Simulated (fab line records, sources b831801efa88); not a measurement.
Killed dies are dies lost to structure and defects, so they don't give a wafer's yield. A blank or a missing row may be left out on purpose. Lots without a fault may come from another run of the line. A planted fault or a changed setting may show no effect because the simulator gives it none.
Chamber matching | flow gf180mcu | GF_V3_CVD_02 on pecvd-02: 3 sister chambers
The step deposits SiO2 from TEOS, target thk 850 nm, time 94.851 s. 3 wafers are shown with their chamber, then 7 later ones without.

WAFERS WITH THEIR CHAMBER
wafer  | chamber | heater_power_w (W)
L828.3 | 0       | 878
L830.3 | 1       | 499
L830.5 | 2       | 774

WAFERS WITHOUT THEIR CHAMBER
wafer  | heater_power_w (W)
L830.6 | 754
L831.1 | 635
L831.2 | 867
L831.4 | 598
L834.1 | 620
L834.3 | 898
L834.6 | 493

WHICH CHAMBER EACH WENT THROUGH
wafer  | from the rows above          | in truth
L830.6 | can't be placed: 2 or 0      | 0
L831.1 | can't be placed: 1 or 2 or 0 | 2
L831.2 | can't be placed: 0 or 2      | 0
L831.4 | can't be placed: 1 or 2      | 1
L834.1 | can't be placed: 1 or 2 or 0 | 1
L834.3 | can't be placed: 0 or 2      | 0
L834.6 | 1                            | 1
Placed correctly: 1 of 7. Can't be placed from these rows: 6 (the true chamber is among the candidates in 6). Placed wrongly: 0.
How it was worked out, from the rows above alone: a wafer's distance from a chamber is the root of the sum, over the readings, of the square of ((its reading less the chamber's mean) divided by the reading's scatter). The wafer belongs to the nearest chamber; if the next one is less than 2 further off, it can't be placed. A chamber's mean is the mean of its shown wafers. The scatter: with one shown wafer a chamber, the root of the mean of the squares of how far each hidden wafer lies from its nearest shown one.
